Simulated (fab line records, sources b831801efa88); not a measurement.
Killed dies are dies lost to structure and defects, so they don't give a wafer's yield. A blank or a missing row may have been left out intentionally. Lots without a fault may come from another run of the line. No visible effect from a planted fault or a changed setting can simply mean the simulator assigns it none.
Problem report in the 8D (eight disciplines) form, filled by code + flow gf180mcu + the parts of the form that need people (team, actions taken, sign-off) are left out

1. WHAT WENT WRONG
Wafers with no fault read 0.859 a.u. with a standard deviation of 0.0049, whereas oes_product_au at GF_V5_ETCH_17 reads a mean of 0.808 a.u. on 1 wafer of 1 lot. That puts it -10 standard deviations away from the usual mean.
The step: etches SiO2 in C4F8/O2/Ar, stops on TiN, target depth 855 nm.
The step gives no start for some of these wafers. Wafers with a number at this step in the record: 36, from 12 lots. Rule for "out", or "out of limits": more than 4 standard deviations from the usual mean. All remaining wafers that have a number are taken as sound.

2. WHAT THIS IS AND IS NOT
| question                    | is             | is not                                                           |
|-----------------------------|----------------|------------------------------------------------------------------|
| which readings at this step | oes_product_au | -                                                                |
| which lots                  | L330           | L311, L312, L313, L314, L315, L316, L317, L318, L331, L332, L333 |
| which wafers of those lots  | L330.4         | L330.5, L330.6                                                   |
| read on which tools         | rie_diel-01    | rie_diel-03, rie_diel-04                                         |

3. WHAT RULES OUT EACH SUSPECT
Counting: a tool at a process step up to the reading stays a suspect if it ran every lot that is out. Sound lots after the first of them don't rule it out here, since some wafers of a struck lot are sound.
- rie_diel-02 at GF_M5_ETCH_09 (etches Si3N4 in CF4/O2, target depth 52 nm, time 11.6 s): kept. The lot that is out, L330, ran on it at day 32 05:37; the last sound lot it ran before that was L315, at day 27 22:25.
- cmp-02 at GF_V5_CMP_04 (polishes SiO2): kept. The lot that is out, L330, ran on it at day 32 06:49; the last sound lot it ran before that was L317, at day 28 16:23.
- rie_diel-01 at GF_V5_ETCH_17 (etches SiO2 in C4F8/O2/Ar, stops on TiN, target depth 855 nm): kept. The lot that is out, L330, ran on it at day 33 00:22; the last sound lot it ran before that was L318, at day 29 18:25. On those wafers its own readings are out: oes_product_au. Because GF_V5_ETCH_17 lacks a start for some lots, the hours and order of its lots are taken from GF_V5_CVD_23.
- rie_diel-02, GF_M5_ETCH_09: wafers that are out in chamber 2, sound lot-mates in chambers 0, 1.
- cmp-02, GF_V5_CMP_04: wafers that are out in chamber 1, sound lot-mates in chambers 2, 3.
- rie_diel-01, GF_V5_ETCH_17: wafers that are out in chamber 1, sound lot-mates in chambers 2, 3.
The count leaves rie_diel-02 at GF_M5_ETCH_09, cmp-02 at GF_V5_CMP_04, and rie_diel-01 at GF_V5_ETCH_17.

4. THE CAUSE (what the simulator had put in)
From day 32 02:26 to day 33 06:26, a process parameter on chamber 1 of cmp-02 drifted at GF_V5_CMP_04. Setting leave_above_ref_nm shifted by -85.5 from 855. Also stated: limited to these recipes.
After counting, 3 suspects remain, this tool included.

5. THE CHAIN OF EFFECTS, in route order
Each row: a reading whose mean over the struck wafers that have a number lies more than 3 standard deviations from the usual. Scope: only readings with a usual standard deviation given in the record; hours: median across lots of the time from each lot's start at the first step in this table that gives one to its start at this step; sigmas: change in usual standard deviations.
| hours | step          | reading        | usual      | on struck wafers | change | sigmas |
|-------|---------------|----------------|------------|------------------|--------|--------|
| -     | GF_V5_ETCH_17 | oes_product_au | 0.859 a.u. | 0.808            | -0.051 | -10    |
The process steps in it:
- GF_V5_ETCH_17: etches SiO2 in C4F8/O2/Ar, stops on TiN, target depth 855 nm.

6. HOW IT WOULD HAVE BEEN CAUGHT EARLIER
An alarm limit of 4 standard deviations would not have fired on the tool readings at GF_V5_CMP_04 for which the record gives a usual standard deviation, since none of them was out on any struck wafer.
